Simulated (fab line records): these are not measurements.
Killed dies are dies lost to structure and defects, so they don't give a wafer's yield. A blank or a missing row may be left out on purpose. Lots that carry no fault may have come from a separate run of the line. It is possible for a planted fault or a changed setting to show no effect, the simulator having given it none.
Split-lot experiment	flow sky130	23 wafers read across 5 lots, on a route 708 steps long

THE SPLIT ITSELF
At SKY_POLY_GATE_IMPLANT_02, the setting energy kev was moved away from the recipe's 30 on 8 of the 23 wafers read, by -4.8% to +4.4%. For the rest of the wafers, this setting stayed at what the recipe calls for.

The reading is taken at the split's own step.

THE READING
implant.drp nm (the simulator's own value, which no gauge read), in nm, at SKY_POLY_GATE_IMPLANT_02. There is no usual value for it anywhere in the file.

wafer	tool, chamber at the split	energy kev as run	against the recipe	implant.drp nm, nm	against lot-mates on the recipe
L074.1	implanter-04, 0	30	recipe	16.6	-
L074.4	implanter-04, 0	30	recipe	16.6	-
L074.5	implanter-04, 0	30	recipe	16.6	-
L077.1	implanter-03, 0	30	recipe	16.6	-
L077.3	implanter-03, 0	30	recipe	16.6	-
L077.2	implanter-03, 0	31.08	+3.6%	17.1	+0.50
L077.4	implanter-03, 0	31.08	+3.6%	17.1	+0.50
L077.6	implanter-03, 0	31.08	+3.6%	17.1	+0.50
L078.1	implanter-04, 0	30	recipe	16.6	-
L078.2	implanter-04, 0	30	recipe	16.6	-
L078.3	implanter-04, 0	30	recipe	16.6	-
L078.4	implanter-04, 0	30	recipe	16.6	-
L078.5	implanter-04, 0	30	recipe	16.6	-
L082.1	implanter-01, 0	30	recipe	16.6	-
L082.2	implanter-01, 0	30	recipe	16.6	-
L082.5	implanter-01, 0	30	recipe	16.6	-
L082.3	implanter-01, 0	31.32	+4.4%	17.21	+0.61
L082.4	implanter-01, 0	31.32	+4.4%	17.21	+0.61
L083.1	implanter-03, 0	28.56	-4.8%	16.11	-0.49
L083.4	implanter-03, 0	28.56	-4.8%	16.11	-0.49
L083.5	implanter-03, 0	28.56	-4.8%	16.11	-0.49
L083.2	implanter-03, 0	30	recipe	16.6	-
L083.6	implanter-03, 0	30	recipe	16.6	-

FIT RESULTS
A straight line over all 23 wafers: implant.drp nm changes by +0.121 nm for each +1% of energy kev; r = +0.99; the points scatter about the line by 0.039 nm.
The same after taking each lot's own level away (the mean of its wafers on the recipe; 23 wafers): +0.121 nm for each +1%; r = +0.99; scatter 0.039 nm.
The reading moves by 0.58 nm for the largest change in energy kev, on that fit.
The lots' own levels span 16.600 to 16.600 nm.
So the lot-to-lot level changes the slope little: the two slopes agree.
Check: for one of the wafers moved furthest among these (-4.8%), held out of the fit, the line's prediction against its lot-mates is -0.568 nm. It came out at -0.49 nm against them.

THESE WAFERS: OTHER SPLITS
Note: prior to the reading, these wafers also went through further splits. Each is held against what the fit with the lots' levels taken away leaves over:
other split on the same wafers	wafers away from the commonest value	r with implant.drp nm (lot level and that fit taken away)
SKY_VT_ADJUST_NCORE_EXPOSE_04 dose mj	8	-0.28
SKY_VT_ADJUST_HVTR_COAT_02 spin rpm	10	+0.10
SKY_VT_ADJUST_HVTR_IMPLANT_09 dose cm2	8	-0.25
SKY_SONOS_ONO_CVD_04 pressure mtorr	18	+0.45
SKY_SONOS_ONO_EXPOSE_10 dose mj	8	-0.01
SKY_SONOS_ONO_WET_ETCH_18 time s	15	-0.02
SKY_GATE_OXIDE_IMPLANT_11 energy kev	8	-0.37
SKY_GATE_OXIDE_OXIDATION_16 temp c	15	+0.50

THE WHOLE CHAIN: every reading that the file lists as answering this split, in the file's order
step	what it does	reading	change (the file's fit)	r (the file's)
SKY_POLY_GATE_IMPLANT_02		implant.rp nm (the simulator's own value, which no gauge read)	+0.307 nm for each +1% of the setting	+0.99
SKY_POLY_GATE_IMPLANT_02		implant.drp nm (the simulator's own value, which no gauge read)	+0.123 nm for each +1% of the setting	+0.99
SKY_RES_PROTECT_STRIP_07	strips in O2/N2	strip time to endpoint s	withheld for each +1% of the setting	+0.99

FILE'S OWN FIT
implant.drp nm changes by +0.123 nm for each +1% of energy kev, r = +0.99.
